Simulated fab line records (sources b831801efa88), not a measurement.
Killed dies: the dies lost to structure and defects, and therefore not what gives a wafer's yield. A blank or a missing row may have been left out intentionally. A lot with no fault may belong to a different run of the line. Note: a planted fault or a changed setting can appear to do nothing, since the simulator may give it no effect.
fab line records	flow gf180mcu
record: lots: 15	wafers: 42	last_day: 34
route steps=602 shown STI@15 POLY_GATE@169 NSD@242
lots with no fault: from the same line, run without faults
start_h: start of the lot's first displayed wafer, in hours after the record's first day	wait_h: how many hours have passed since the lot's step before this one	" same as the row above	L1.1+2: a single row standing in for several wafers	- value missing, or start not given	* or withheld: withheld	< > ~ a bound
route shown NAME@n: a module of which the file shows steps, and the number in the route of the first	usual: mean/standard deviation taken from wafers without a fault	same: alike in all rows	chamber/n: place in a boat	sites: the reading at each site	_std_site: standard deviation across them	_edge_site: the outer-site mean with the inner-site mean subtracted	radius_mm: for every site, how far away it sits from the centre of the wafer	mask NAME#n: copy n	behind: the tool/chamber that last shaped the wafer	hold: what put the lot on hold/how long, in hours/how the hold closed	device: names the non-switching transistor (n, p or np)	end of line: the tests these same wafers got at the end of their route	step lacking rows: just its recipe	killed: not the wafer's yield, but the dies lost to structure and defects at the first sort	map: per-die view of a wafer (x killed, . not killed, _ where there is no die)
set.NAME: the run value of the setting; set.NAME@STEP: its run value at that earlier step	model.NAME: the simulator's own value behind a step, which no gauge read
one table for each step of the route and one row for each wafer, over a sample of lots
services: when a tool's chamber went out of use (start_h, in hours from the record's first day, below 0 if earlier), for how many hours, and the reason
== steps ==
step: GF_STI_ETCH_14
recipe: target: Si	chemistry: HBr/Cl2/O2	target_depth_nm: 360	icp_w: 600	bias_w: 150	pressure_mtorr: 15	HBr_flow_sccm: 150	Cl2_flow_sccm: 40	O2_flow_sccm: 6	time_s: 102.9
usual: drypump_motor_current_A: 5.7/0.4	oes_product_au: 1.007/0.0088	run_length_s: 131.0/0.43	throttle_valve_pct: 25.652/0.0097
lot.wafer	tool	chamber	start_h	wait_h	drypump_motor_current_A	oes_product_au	rf_hours_counter_h	run_length_s	throttle_valve_pct
L800.1	rie_si-02	3	26.16	0.0	5.9	0.998	0	131.3	25.649
L800.2	"	1	"	"	5.5	1.003	23	131.8	25.674
L800.6	"	0	"	"	5.1	1.016	-	130.8	25.627
L801.3	rie_si-01	1	30.11	0.0	5.4	1.009	2	131.3	25.665
L801.4	"	3	"	"	5.6	0.999	1	131.1	25.649
L801.5	"	3	"	"	5.6	1.010	-	131.2	25.635
L802.2	rie_si-01	1	36.08	0.0	5.4	1.009	2	131.1	25.650
L802.3	"	3	"	"	5.6	1.008	1	130.7	25.649
L802.6	"	2	"	"	5.6	1.002	-	131.4	25.653
L804.1	rie_si-02	2	46.07	0.0	5.6	1.017	53	130.8	25.651
L804.4	"	1	"	"	5.5	1.018	23	131.7	25.647
L804.6	"	2	"	"	5.6	1.006	-	130.6	25.647
L805.1	rie_si-02	2	51.16	0.0	5.6	1.001	53	130.3	25.660
L805.3	"	3	"	"	5.9	0.992	0	130.8	25.662
L805.6	"	3	"	"	5.9	0.996	-	130.6	25.648
L806.2	rie_si-02	0	57.67	0.0	5.1	1.011	30	131.0	25.651
L806.3	"	2	"	"	5.6	1.016	53	130.1	25.644
L806.6	"	3	"	"	5.9	1.012	-	131.1	25.647
L807.1	rie_si-02	0	63.52	0.0	5.1	1.013	30	130.9	25.653
L807.4	"	3	"	"	5.9	1.009	1	130.4	25.639
L807.6	"	2	"	"	5.6	1.012	-	130.1	25.652
L808.2	rie_si-01	0	66.36	0.0	6.5	0.987	91	130.8	25.664
L808.3	"	3	"	"	5.6	1.021	1	131.4	25.640
L808.5	"	2	"	"	5.5	0.996	-	131.2	25.652
L810.1	rie_si-01	1	78.42	0.0	5.5	1.002	2	131.3	25.629
L810.2	"	0	"	"	6.5	1.002	92	130.8	25.659
L810.3	"	3	"	"	5.6	1.003	1	130.8	25.669
L812.1	rie_si-02	3	88.97	0.0	5.9	1.003	1	130.7	25.647
L812.2	"	0	"	"	5.1	1.026	30	131.4	25.644
L812.4	"	2	"	"	5.6	1.004	53	130.4	25.656
L813.3	rie_si-02	0	94.34	0.0	5.1	1.017	30	130.7	25.635
L813.5	"	3	"	"	5.9	1.011	-	130.4	25.652
L813.6	"	0	"	"	5.1	1.028	-	131.0	25.650
L814.4	rie_si-02	0	97.77	0.0	5.1	1.023	30	89.9	25.660
L814.6	"	2	"	"	5.6	1.010	-	130.4	25.645
L819.1	rie_si-02	2	123.52	0.0	5.6	1.006	53	89.9	25.661
L819.5	"	0	"	"	5.1	1.011	-	130.6	25.651
L820.1	rie_si-02	3	129.71	0.0	5.9	0.998	1	89.9	25.649
L820.4	"	1	"	"	5.5	1.005	24	91.0	25.665
L823.2	rie_si-01	3	144.92	0.0	5.6	1.020	2	130.9	25.638
L823.5	"	3	"	"	5.6	1.021	-	131.5	25.644
L823.6	"	0	"	"	6.5	1.001	-	130.6	25.652
step: GF_STI_STRIP_15
recipe: chemistry: O2/N2	power_w: 1400	pressure_mtorr: 1500	platen_temp_c: 250	o2_flow_sccm: 3000	n2_flow_sccm: 300	overash_fraction: 0.5
usual: drypump_motor_current_A: 5.9/0.32	heater_power_w: 316/17	oes_product_au: 0.383/0.0046	strip_time_to_endpoint_s: 3.72/0.038
lot.wafer	tool	chamber	start_h	wait_h	drypump_motor_current_A	heater_power_w	oes_product_au	rf_hours_counter_h	strip_time_to_endpoint_s
L800.1	plasma_asher-01	1	26.23	0.0	6.1	314	0.380	35	3.75
L800.2	"	0	"	"	5.7	307	0.383	35	3.68
L800.6	"	0	"	"	5.7	309	0.384	-	3.68
L801.3	plasma_asher-01	1	30.21	0.1	6.1	315	0.386	-	3.79
L801.4	"	0	"	"	5.7	317	0.390	-	3.72
L801.5	"	0	"	"	5.7	307	0.389	-	3.77
L802.2	plasma_asher-01	1	36.15	0.0	6.1	310	0.376	36	3.69
L802.3	"	1	"	"	6.1	305	0.376	-	3.67
L802.6	"	0	"	"	5.7	318	0.386	-	3.73
L804.1	plasma_asher-02	1	46.15	0.0	5.8	316	0.387	21	3.70
L804.4	"	1	"	"	5.7	324	0.391	-	3.68
L804.6	"	1	"	"	5.7	304	0.390	-	3.69
L805.1	plasma_asher-02	0	51.23	0.0	6.5	333	0.386	21	3.69
L805.3	"	1	"	"	5.7	319	0.386	-	3.76
L805.6	"	1	"	"	5.7	316	0.382	-	3.72
L806.2	plasma_asher-04	0	57.75	0.0	6.1	343	0.378	42	3.70
L806.3	"	0	"	"	6.1	338	0.380	-	3.70
L806.6	"	0	"	"	6.1	335	0.378	-	3.72
L807.1	plasma_asher-04	1	63.60	0.0	5.5	290	0.380	42	3.68
L807.4	"	0	"	"	6.1	345	0.383	-	3.67
L807.6	"	1	"	"	5.5	290	0.378	-	3.68
L808.2	plasma_asher-01	1	66.43	0.0	6.1	317	0.386	39	3.79
L808.3	"	1	"	"	6.2	312	0.384	-	3.79
L808.5	"	0	"	"	5.7	313	0.385	-	3.77
L810.1	plasma_asher-04	0	78.50	0.0	6.1	344	0.391	44	3.73
L810.2	"	1	"	"	5.5	290	0.386	44	3.71
L810.3	"	0	"	"	6.1	343	0.383	-	3.68
L812.1	plasma_asher-01	1	89.05	0.0	6.1	311	0.381	41	3.68
L812.2	"	0	"	"	5.7	306	0.385	41	3.73
L812.4	"	0	"	"	5.7	317	0.384	-	3.74
L813.3	plasma_asher-02	0	94.45	0.1	6.5	331	0.379	-	3.63
L813.5	"	0	"	"	6.5	334	0.380	-	3.73
L813.6	"	1	"	"	5.7	307	0.383	-	3.74
L814.4	plasma_asher-01	1	97.88	0.1	6.1	315	0.403	-	4.19
L814.6	"	1	"	"	6.1	309	0.388	-	3.71
L819.1	plasma_asher-02	0	123.60	0.0	6.5	334	0.403	30	4.21
L819.5	"	0	"	"	6.5	326	0.381	-	3.69
L820.1	plasma_asher-04	0	129.78	0.0	6.1	340	0.400	49	4.22
L820.4	"	1	"	"	5.5	293	0.401	-	4.16
L823.2	plasma_asher-02	1	145.00	0.0	5.8	312	0.373	33	3.62
L823.5	"	1	"	"	5.8	304	0.388	-	3.68
L823.6	"	0	"	"	6.4	331	0.382	-	3.72
step: GF_POLY_GATE_ETCH_12
recipe: chemistry: N2/H2	target_depth_a: withheld	overetch_a: withheld	time_s: withheld	target: BARC	ion_energy_ev: 200	source_w: 500	bias_w: 100	pressure_mtorr: 30	n2_flow_sccm: 100	h2_flow_sccm: 200
usual: drypump_motor_current_A: 5.6/0.51	oes_product_au: 0.736/0.0048	throttle_valve_pct: 13.214/0.009
lot.wafer	tool	chamber	start_h	wait_h	drypump_motor_current_A	oes_product_au	throttle_valve_pct
L800.1	rie_diel-02	3	199.66	0.0	5.9	0.734	13.209
L800.2	"	1	"	"	5.9	0.727	13.221
L800.6	"	2	"	"	5.2	0.733	13.213
L801.3	rie_diel-02	2	208.73	0.0	5.2	0.742	13.206
L801.4	"	0	"	"	4.8	0.746	13.235
L801.5	"	0	"	"	4.8	0.725	13.218
L802.2	rie_diel-04	3	213.53	0.0	5.4	0.737	13.214
L802.3	"	0	"	"	5.6	0.739	13.207
L802.6	"	3	"	"	5.4	0.729	13.225
L804.1	rie_diel-02	0	228.76	0.0	4.9	0.745	13.220
L804.4	"	3	"	"	5.9	0.741	13.229
L804.6	"	1	"	"	5.9	0.735	13.216
L805.1	rie_diel-02	0	234.31	0.0	4.8	0.734	13.203
L805.3	"	1	"	"	5.9	0.737	13.215
L805.6	"	3	"	"	5.9	0.729	13.218
L806.2	rie_diel-02	2	242.23	0.0	5.3	0.736	13.224
L806.3	"	3	"	"	5.9	0.739	13.218
L806.6	"	1	"	"	5.9	0.733	13.188
L807.1	rie_diel-04	2	247.73	0.0	6.4	0.730	13.209
L807.4	"	3	"	"	5.4	0.739	13.217
L807.6	"	3	"	"	5.4	0.734	13.213
L808.2	rie_diel-01	1	251.31	0.0	4.9	0.739	13.215
L808.3	"	0	"	"	4.9	0.740	13.218
L808.5	"	0	"	"	4.9	0.734	13.211
L810.1	rie_diel-02	3	269.63	0.0	5.9	0.734	13.223
L810.2	"	0	"	"	4.8	0.733	13.218
L810.3	"	2	"	"	5.2	0.738	13.199
L812.1	rie_diel-02	2	282.58	0.0	5.2	0.738	13.211
L812.2	"	0	"	"	4.8	0.736	13.203
L812.4	"	3	"	"	5.9	0.740	13.212
L813.3	rie_diel-01	0	293.81	0.0	5.0	0.735	13.202
L813.5	"	2	"	"	5.8	0.733	13.221
L813.6	"	3	"	"	6.4	0.731	13.213
L814.4	rie_diel-04	0	296.36	0.0	5.7	0.734	13.205
L814.6	"	3	"	"	5.4	0.741	13.209
L819.1	rie_diel-01	2	332.71	0.0	5.8	0.743	13.210
L819.5	"	0	"	"	5.0	0.735	13.218
L820.1	rie_diel-01	3	342.86	0.0	6.4	0.736	13.201
L820.4	"	0	"	"	4.9	0.735	13.207
L823.2	rie_diel-04	0	368.61	0.0	5.7	0.731	13.220
L823.5	"	1	"	"	6.2	0.734	13.209
L823.6	"	3	"	"	5.4	0.732	13.221
step: GF_POLY_GATE_STRIP_14
recipe: chemistry: O2/N2	power_w: 1400	pressure_mtorr: 1500	platen_temp_c: 250	o2_flow_sccm: 3000	n2_flow_sccm: 300	overash_fraction: 0.5
usual: drypump_motor_current_A: 5.9/0.33	heater_power_w: 316/19	oes_product_au: 0.505/0.0045
lot.wafer	tool	chamber	start_h	wait_h	drypump_motor_current_A	heater_power_w	oes_product_au	rf_hours_counter_h
L800.1	plasma_asher-04	1	199.77	0.0	5.5	291	0.504	56
L800.2	"	0	"	"	6.1	326	0.503	56
L800.6	"	1	"	"	5.5	289	0.506	-
L801.3	plasma_asher-01	1	208.87	0.1	6.1	316	0.509	-
L801.4	"	0	"	"	5.7	316	0.505	-
L801.5	"	1	"	"	6.1	317	0.507	-
L802.2	plasma_asher-04	0	213.64	0.0	6.1	341	0.506	57
L802.3	"	1	"	"	5.5	287	0.510	-
L802.6	"	1	"	"	5.5	281	0.504	-
L804.1	plasma_asher-04	1	228.87	0.0	5.5	284	0.503	59
L804.4	"	0	"	"	6.0	339	0.502	-
L804.6	"	1	"	"	5.5	290	0.498	-
L805.1	plasma_asher-04	0	234.42	0.0	6.1	339	0.508	60
L805.3	"	1	"	"	5.5	283	0.510	-
L805.6	"	1	"	"	5.5	286	0.509	-
L806.2	plasma_asher-04	0	242.33	0.0	6.1	342	0.504	60
L806.3	"	1	"	"	5.5	293	0.509	-
L806.6	"	0	"	"	6.1	345	0.507	-
L807.1	plasma_asher-01	1	247.84	0.0	6.1	316	0.508	56
L807.4	"	1	"	"	6.1	318	0.507	-
L807.6	"	1	"	"	6.1	306	0.509	-
L808.2	plasma_asher-02	1	251.42	0.0	5.7	320	0.502	44
L808.3	"	0	"	"	6.4	334	0.493	-
L808.5	"	1	"	"	5.7	317	0.497	-
L810.1	plasma_asher-04	0	269.73	0.0	6.1	340	0.512	63
L810.2	"	1	"	"	5.5	282	0.508	63
L810.3	"	1	"	"	5.5	292	0.507	-
L812.1	plasma_asher-04	0	282.68	0.0	6.1	343	0.501	65
L812.2	"	1	"	"	5.5	289	0.507	65
L812.4	"	0	"	"	6.1	334	0.502	-
L813.3	plasma_asher-02	0	293.95	0.1	6.5	327	0.497	-
L813.5	"	1	"	"	5.7	302	0.506	-
L813.6	"	0	"	"	6.5	327	0.505	-
L814.4	plasma_asher-02	0	296.69	0.1	6.5	327	0.505	-
L814.6	"	0	"	"	6.5	335	0.506	-
L819.1	plasma_asher-01	0	332.81	0.0	5.7	316	0.505	63
L819.5	"	0	"	"	5.7	317	0.509	-
L820.1	plasma_asher-01	0	342.96	0.0	5.7	314	0.508	64
L820.4	"	1	"	"	6.1	317	0.497	-
L823.2	plasma_asher-04	0	368.72	0.0	6.1	340	0.511	74
L823.5	"	1	"	"	5.5	280	0.506	-
L823.6	"	0	"	"	6.1	338	0.499	-
step: GF_NSD_CD_MEAS_07
recipe: target_cd_nm: 400
usual: cd_nm: 399.8/2
lot.wafer	tool	chamber	start_h	wait_h	cd_nm
L800.1	cd_sem-01	-	299.21	0.1	401.5
L800.2	"	-	"	"	401.9
L800.6	"	-	"	"	401.2
L801.3	cd_sem-02	-	310.26	0.1	401.9
L801.4	"	-	"	"	400.7
L801.5	"	-	"	"	402.0
L802.2	cd_sem-02	-	315.09	0.1	397.8
L802.3	"	-	"	"	400.3
L802.6	"	-	"	"	398.0
L804.1	cd_sem-02	-	332.82	0.1	399.2
L804.4	"	-	"	"	399.1
L804.6	"	-	"	"	399.7
L805.1	cd_sem-02	-	337.66	0.1	396.8
L805.3	"	-	"	"	397.6
L805.6	"	-	"	"	396.3
L806.2	cd_sem-02	-	350.83	0.1	401.7
L806.3	"	-	"	"	402.9
L806.6	"	-	"	"	401.3
L807.1	cd_sem-02	-	355.17	0.1	401.0
L807.4	"	-	"	"	402.6
L807.6	"	-	"	"	403.6
L808.2	cd_sem-02	-	359.04	0.1	398.8
L808.3	"	-	"	"	397.7
L808.5	"	-	"	"	399.5
L810.1	cd_sem-02	-	381.17	0.1	400.2
L810.2	"	-	"	"	402.4
L810.3	"	-	"	"	401.6
L812.1	cd_sem-02	-	395.31	0.1	401.3
L812.2	"	-	"	"	400.8
L812.4	"	-	"	"	400.8
L813.3	cd_sem-01	-	407.55	0.1	397.5
L813.5	"	-	"	"	399.8
L813.6	"	-	"	"	399.5
L814.4	cd_sem-01	-	412.11	0.1	398.1
L814.6	"	-	"	"	396.5
L819.1	cd_sem-01	-	456.06	0.1	401.5
L819.5	"	-	"	"	398.5
L820.1	cd_sem-02	-	464.17	0.1	401.7
L820.4	"	-	"	"	402.7
L823.2	cd_sem-01	-	493.29	0.1	399.7
L823.5	"	-	"	"	399.3
L823.6	"	-	"	"	400.8
== services ==
tool	chamber	start_h	hours	kind
plasma_asher-04	-	54.30	3.4	repair
rie_diel-02	0	78.53	13.9	repair
rie_diel-02	1	90.10	4.7	repair
plasma_asher-04	-	91.55	2.8	pm
plasma_asher-01	-	108.28	1.5	repair
plasma_asher-01	-	129.19	14.6	pm
rie_diel-02	2	139.98	3.0	repair
rie_si-02	2	142.18	1.2	repair
plasma_asher-02	-	143.15	1.8	repair
plasma_asher-01	-	152.00	2.6	repair
rie_diel-02	3	154.43	6.7	repair
plasma_asher-01	-	157.12	1.5	repair
rie_si-02	1	166.90	50.9	repair
rie_si-02	2	175.73	11.4	repair
rie_si-02	-	215.12	0.8	repair
rie_diel-02	2	229.99	3.2	repair
plasma_asher-04	-	235.90	2.0	repair
rie_si-02	0	252.51	5.4	repair
plasma_asher-01	-	263.69	12.6	repair
rie_si-02	-	291.58	28.1	pm
plasma_asher-04	-	332.35	0.9	repair
rie_si-02	1	342.18	19.6	repair
plasma_asher-01	-	348.17	2.1	repair
rie_si-02	3	350.61	3.9	repair
== key ==
first_sign: step: GF_STI_ETCH_14	reading: run_length_s	direction: down	sigmas: 95	usual: *	struck: *
effect: step: GF_STI_STRIP_15	reading: strip_time_to_endpoint_s	direction: up	sigmas: 13	usual: *	struck: *
met_at GF_STI_ETCH_14
struck_lots L814,L819,L820
struck_wafers L814.4,L819.1,L820.1,L820.4
sort_left_out L814.4,L819.1,L820.1,L820.4
tester_left_out L814,L819,L820
not_acting_at GF_POLY_GATE_ETCH_12,GF_POLY_GATE_STRIP_14,GF_NSD_CD_MEAS_07
onset_between 94.34 97.77
fault: kind: process_parameter_drift	tool: rie_si-02	chamber: -	onset_h: 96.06	steps: GF_STI_ETCH_14	channel: time_s	offset: *	shape: step	end_h: 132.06	scope: struck_wafers_only	acts_in: *	stated: *
tester_left_out: of these lots the tester's yield and bins aren't shown, on N5 and GAA mostly nor the transistor test; their killed dies are dies lost to structure and defects alone, not to doping, threshold or leakage, so they don't give the yield
sort_left_out: the simulated sort isn't trusted on such a fault, so these wafers' sort isn't shown, and their yield isn't known
